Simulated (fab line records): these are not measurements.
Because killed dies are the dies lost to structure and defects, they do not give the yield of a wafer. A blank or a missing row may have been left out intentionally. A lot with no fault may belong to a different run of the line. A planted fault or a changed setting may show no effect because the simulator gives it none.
Which tool is to blame? / flow sky130 / 36 wafers from 12 lots sampled at 6 of the route's 708 steps

## WHAT EACH GAUGE READ, for each wafer
SKY_FIELD_ISO_THK_MEAS_25.
lot=L235; measured=day 2 05:48; on=film-metro-01; FIELD_ISO_CVD_24_THK (nm)=590 592 592
lot=L236; measured=day 2 11:02; on=film-metro-02; FIELD_ISO_CVD_24_THK (nm)=598 605 616
lot=L237; measured=day 2 16:23; on=film-metro-03; FIELD_ISO_CVD_24_THK (nm)=597 598 605
lot=L238; measured=day 2 22:47; on=film-metro-02; FIELD_ISO_CVD_24_THK (nm)=597 607 599
lot=L240; measured=day 3 11:11; on=film-metro-02; FIELD_ISO_CVD_24_THK (nm)=597 596 590
lot=L245; measured=day 4 18:19; on=film-metro-01; FIELD_ISO_CVD_24_THK (nm)=596 592 597
lot=L246; measured=day 4 18:23; on=film-metro-01; FIELD_ISO_CVD_24_THK (nm)=588 594 581
lot=L249; measured=day 5 07:22; on=film-metro-02; FIELD_ISO_CVD_24_THK (nm)=602 589 592
lot=L254; measured=day 6 09:25; on=film-metro-02; FIELD_ISO_CVD_24_THK (nm)=870 868 871
lot=L255; measured=day 6 15:16; on=film-metro-01; FIELD_ISO_CVD_24_THK (nm)=871 875 875
lot=L257; measured=day 7 01:18; on=film-metro-02; FIELD_ISO_CVD_24_THK (nm)=599 589 594
lot=L258; measured=day 7 09:11; on=film-metro-03; FIELD_ISO_CVD_24_THK (nm)=602 591 594

SKY_VT_ADJUST_PCH_TW_MEAS_10.
lot=L235; measured=day 10 03:07; on=film-metro-01; VT_ADJUST_PCH_TW=139.9 139.9 140.2
lot=L236; measured=day 10 14:13; on=film-metro-04; VT_ADJUST_PCH_TW=140.6 140.2 140.8
lot=L237; measured=day 10 21:28; on=film-metro-04; VT_ADJUST_PCH_TW=140.4 141.5 139.8
lot=L238; measured=day 11 06:51; on=film-metro-01; VT_ADJUST_PCH_TW=141.3 141.4 141.7
lot=L240; measured=day 12 01:01; on=film-metro-03; VT_ADJUST_PCH_TW=141.5 141.5 142.3
lot=L245; measured=day 14 04:07; on=film-metro-01; VT_ADJUST_PCH_TW=139.6 139.8 139.9
lot=L246; measured=day 14 06:01; on=film-metro-01; VT_ADJUST_PCH_TW=140.6 140.3 140.1
lot=L249; measured=day 14 22:31; on=film-metro-01; VT_ADJUST_PCH_TW=140.9 139.4 140.4
lot=L254; measured=day 16 15:43; on=film-metro-03; VT_ADJUST_PCH_TW=140.2 140.7 141.0
lot=L255; measured=day 17 01:40; on=film-metro-03; VT_ADJUST_PCH_TW=141.4 141.1 142.6
lot=L257; measured=day 17 16:20; on=film-metro-01; VT_ADJUST_PCH_TW=141.3 140.1 140.4
lot=L258; measured=day 18 01:10; on=film-metro-01; VT_ADJUST_PCH_TW=140.3 139.8 140.0

SKY_SD_N_TW_MEAS_12.
lot=L235; measured=day 27 04:44; on=film-metro-01; SD_N_TW=3893 3900 3911
lot=L236; measured=day 27 22:11; on=film-metro-04; SD_N_TW=3906 3911 3913
lot=L237; measured=day 28 11:41; on=film-metro-01; SD_N_TW=3942 3930 3938
lot=L238; measured=day 28 14:03; on=film-metro-03; SD_N_TW=3944 3927 3925
lot=L240; measured=day 29 12:05; on=film-metro-01; SD_N_TW=3933 3929 3924
lot=L245; measured=day 31 19:08; on=film-metro-03; SD_N_TW=3948 3937 3944
lot=L246; measured=day 31 20:08; on=film-metro-04; SD_N_TW=3910 3931 3931
lot=L249; measured=day 32 09:59; on=film-metro-01; SD_N_TW=3917 3942 3941
lot=L254; measured=day 34 01:59; on=film-metro-04; SD_N_TW=3887 3885 3899
lot=L255; measured=day 34 07:59; on=film-metro-03; SD_N_TW=3954 3964 3950
lot=L257; measured=day 35 00:23; on=film-metro-01; SD_N_TW=3971 3956 3925
lot=L258; measured=day 35 09:02; on=film-metro-01; SD_N_TW=3960 3960 3949

## TOOL THAT RAN EACH LOT (tool first, then ch and the chambers of the sampled wafers, then the start)
lot=L235; SKY_FIELD_ISO_CVD_24=hdpcvd-01 ch 0,1,2, day 2 05:43; SKY_FIELD_ISO_CMP_27=cmp-02 ch 1,2,3, day 2 07:25; SKY_VT_ADJUST_NCORE_STRIP_10=plasma-asher-03 ch 0,1, day 8 06:32
lot=L236; SKY_FIELD_ISO_CVD_24=hdpcvd-02 ch 0,1,2, day 2 10:58; SKY_FIELD_ISO_CMP_27=cmp-01 ch 0,2, day 2 12:36; SKY_VT_ADJUST_NCORE_STRIP_10=plasma-asher-03 ch 1, day 8 15:05
lot=L237; SKY_FIELD_ISO_CVD_24=hdpcvd-01 ch 0,1,2, day 2 16:19; SKY_FIELD_ISO_CMP_27=cmp-02 ch 0,1,3, day 2 18:00; SKY_VT_ADJUST_NCORE_STRIP_10=plasma-asher-03 ch 0,1, day 8 23:02
lot=L238; SKY_FIELD_ISO_CVD_24=hdpcvd-01 ch 0,1,2, day 2 22:43; SKY_FIELD_ISO_CMP_27=cmp-02 ch 0,2,3, day 3 00:28; SKY_VT_ADJUST_NCORE_STRIP_10=plasma-asher-01 ch 0,1, day 9 08:04
lot=L240; SKY_FIELD_ISO_CVD_24=hdpcvd-01 ch 1,2, day 3 11:07; SKY_FIELD_ISO_CMP_27=cmp-01 ch 2,3, day 3 12:44; SKY_VT_ADJUST_NCORE_STRIP_10=plasma-asher-02 ch 0,1, day 10 00:50
lot=L245; SKY_FIELD_ISO_CVD_24=hdpcvd-02 ch 0,1, day 4 18:15; SKY_FIELD_ISO_CMP_27=cmp-02 ch 0,1,3, day 4 20:13; SKY_VT_ADJUST_NCORE_STRIP_10=plasma-asher-01 ch 0,1, day 12 00:35
lot=L246; SKY_FIELD_ISO_CVD_24=hdpcvd-02 ch 0,1,2, day 4 18:19; SKY_FIELD_ISO_CMP_27=cmp-01 ch 0,2,3, day 4 20:13; SKY_VT_ADJUST_NCORE_STRIP_10=plasma-asher-03 ch 0,1, day 12 01:11
lot=L249; SKY_FIELD_ISO_CVD_24=hdpcvd-02 ch 1,2, day 5 07:16; SKY_FIELD_ISO_CMP_27=cmp-01 ch 1,2,3, day 5 09:40; SKY_VT_ADJUST_NCORE_STRIP_10=plasma-asher-01 ch 0,1, day 12 16:11
lot=L254; SKY_FIELD_ISO_CVD_24=hdpcvd-01 ch 0,1,2, day 6 09:20; SKY_FIELD_ISO_CMP_27=cmp-01 ch 2,3, day 6 11:01; SKY_VT_ADJUST_NCORE_STRIP_10=plasma-asher-02 ch 0,1, day 14 06:35
lot=L255; SKY_FIELD_ISO_CVD_24=hdpcvd-01 ch 0,1,2, day 6 15:12; SKY_FIELD_ISO_CMP_27=cmp-01 ch 0,1,3, day 6 18:04; SKY_VT_ADJUST_NCORE_STRIP_10=plasma-asher-03 ch 0,1, day 14 16:11
lot=L257; SKY_FIELD_ISO_CVD_24=hdpcvd-02 ch 0,2, day 7 01:13; SKY_FIELD_ISO_CMP_27=cmp-02 ch 1,2, day 7 04:04; SKY_VT_ADJUST_NCORE_STRIP_10=plasma-asher-02 ch 0,1, day 15 06:41
lot=L258; SKY_FIELD_ISO_CVD_24=hdpcvd-02 ch 0,1,2, day 7 09:07; SKY_FIELD_ISO_CMP_27=cmp-01 ch 0,1,2, day 7 11:04; SKY_VT_ADJUST_NCORE_STRIP_10=plasma-asher-02 ch 0,1, day 15 15:35
- SKY_FIELD_ISO_CVD_24: deposits SiO2, target thk 595 nm, time 99.2 s.
- SKY_FIELD_ISO_CMP_27: polishes, stops on Si3N4, t overpolish 16 s, target thk 457.8 nm.
- SKY_VT_ADJUST_NCORE_STRIP_10: strips in O2/N2.

## WHAT THE TOOLS THEMSELVES READ (means of the sampled wafers that have a number; where no wafer has one, the mark that the record gives instead)
SKY_FIELD_ISO_CMP_27.
lot=L235; tool=cmp-02; head-pressure-psi (psi)=3.995; motor-current-A (A)=13.0; time-to-endpoint-s (s)=113
lot=L236; tool=cmp-01; head-pressure-psi (psi)=4.004; motor-current-A (A)=14.0; time-to-endpoint-s (s)=111
lot=L237; tool=cmp-02; head-pressure-psi (psi)=3.994; motor-current-A (A)=12.8; time-to-endpoint-s (s)=114
lot=L238; tool=cmp-02; head-pressure-psi (psi)=4.008; motor-current-A (A)=13.2; time-to-endpoint-s (s)=117
lot=L240; tool=cmp-01; head-pressure-psi (psi)=4.006; motor-current-A (A)=14.0; time-to-endpoint-s (s)=108
lot=L245; tool=cmp-02; head-pressure-psi (psi)=3.991; motor-current-A (A)=13.2; time-to-endpoint-s (s)=103
lot=L246; tool=cmp-01; head-pressure-psi (psi)=3.999; motor-current-A (A)=13.2; time-to-endpoint-s (s)=105
lot=L249; tool=cmp-01; head-pressure-psi (psi)=4.001; motor-current-A (A)=13.2; time-to-endpoint-s (s)=112
lot=L254; tool=cmp-01; head-pressure-psi (psi)=3.998; motor-current-A (A)=14.5; time-to-endpoint-s (s)=162
lot=L255; tool=cmp-01; head-pressure-psi (psi)=3.988; motor-current-A (A)=12.2; time-to-endpoint-s (s)=166
lot=L257; tool=cmp-02; head-pressure-psi (psi)=4.002; motor-current-A (A)=11.6; time-to-endpoint-s (s)=110
lot=L258; tool=cmp-01; head-pressure-psi (psi)=4.010; motor-current-A (A)=12.7; time-to-endpoint-s (s)=114

SKY_VT_ADJUST_NCORE_STRIP_10.
lot=L235; tool=plasma-asher-03; drypump-motor-current-A (A)=5.6; oes-product-au (a.u.)=0.714; strip-time-to-endpoint-s (s)=14.21
lot=L236; tool=plasma-asher-03; drypump-motor-current-A (A)=5.3; oes-product-au (a.u.)=0.715; strip-time-to-endpoint-s (s)=14.20
lot=L237; tool=plasma-asher-03; drypump-motor-current-A (A)=5.5; oes-product-au (a.u.)=0.713; strip-time-to-endpoint-s (s)=14.12
lot=L238; tool=plasma-asher-01; drypump-motor-current-A (A)=5.3; oes-product-au (a.u.)=0.717; strip-time-to-endpoint-s (s)=14.19
lot=L240; tool=plasma-asher-02; drypump-motor-current-A (A)=6.1; oes-product-au (a.u.)=0.715; strip-time-to-endpoint-s (s)=14.10
lot=L245; tool=plasma-asher-01; drypump-motor-current-A (A)=5.4; oes-product-au (a.u.)=0.717; strip-time-to-endpoint-s (s)=14.18
lot=L246; tool=plasma-asher-03; drypump-motor-current-A (A)=5.5; oes-product-au (a.u.)=0.712; strip-time-to-endpoint-s (s)=14.14
lot=L249; tool=plasma-asher-01; drypump-motor-current-A (A)=5.3; oes-product-au (a.u.)=0.716; strip-time-to-endpoint-s (s)=14.18
lot=L254; tool=plasma-asher-02; drypump-motor-current-A (A)=6.2; oes-product-au (a.u.)=0.714; strip-time-to-endpoint-s (s)=14.16
lot=L255; tool=plasma-asher-03; drypump-motor-current-A (A)=5.6; oes-product-au (a.u.)=0.719; strip-time-to-endpoint-s (s)=14.19
lot=L257; tool=plasma-asher-02; drypump-motor-current-A (A)=6.2; oes-product-au (a.u.)=0.716; strip-time-to-endpoint-s (s)=14.17
lot=L258; tool=plasma-asher-02; drypump-motor-current-A (A)=6.1; oes-product-au (a.u.)=0.720; strip-time-to-endpoint-s (s)=14.11

## THE ANSWER, worked out from the rows above alone
Rule: the usual values come from the lots themselves. The widest of any qualifying gaps counts: lots, ordered by their means at a reading, are off when they make up no more than a third of the lots, leave a main group of 4 or more, and stand apart from it by 3 or more times the standard deviation of that group's means. Not used: any main group whose means are identical at the precision the tables above print for the reading. Also off: a lot with no number at a reading for which 4 or more lots have one. Where the step has rows for the other lots, those lots are counted as sound. First the gauges in route order, then the tools' own readings, where a lot's mean is used as printed above. At the first step where some lot is off, the reading lying furthest off is the one used; lots without a number count as furthest.
Off: L254, L255, at SKY_FIELD_ISO_THK_MEAS_25 (FIELD_ISO_CVD_24_THK). The main group: mean 596 nm, standard deviation 5.
If a tool, at a process step before that reading, ran all the lots that are off and no sound lot after the first of them, it fits. The gauges at SKY_FIELD_ISO_THK_MEAS_25 aren't tried: what is off there is off at SKY_FIELD_ISO_CMP_27 too, on other tools, and a gauge's error can't cause that. One fits: hdpcvd-01 at SKY_FIELD_ISO_CVD_24. A fault onset in the window from L240 (day 3 11:07, its last sound lot) to L254 (day 6 09:20, its first lot off) fits.

## WHAT HAD BEEN PUT IN BY THE SIMULATOR
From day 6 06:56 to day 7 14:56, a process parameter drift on hdpcvd-01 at SKY_FIELD_ISO_CVD_24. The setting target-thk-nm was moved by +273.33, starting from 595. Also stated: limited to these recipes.
Lots struck among those shown: L254, L255. This agrees with what the rule above found.
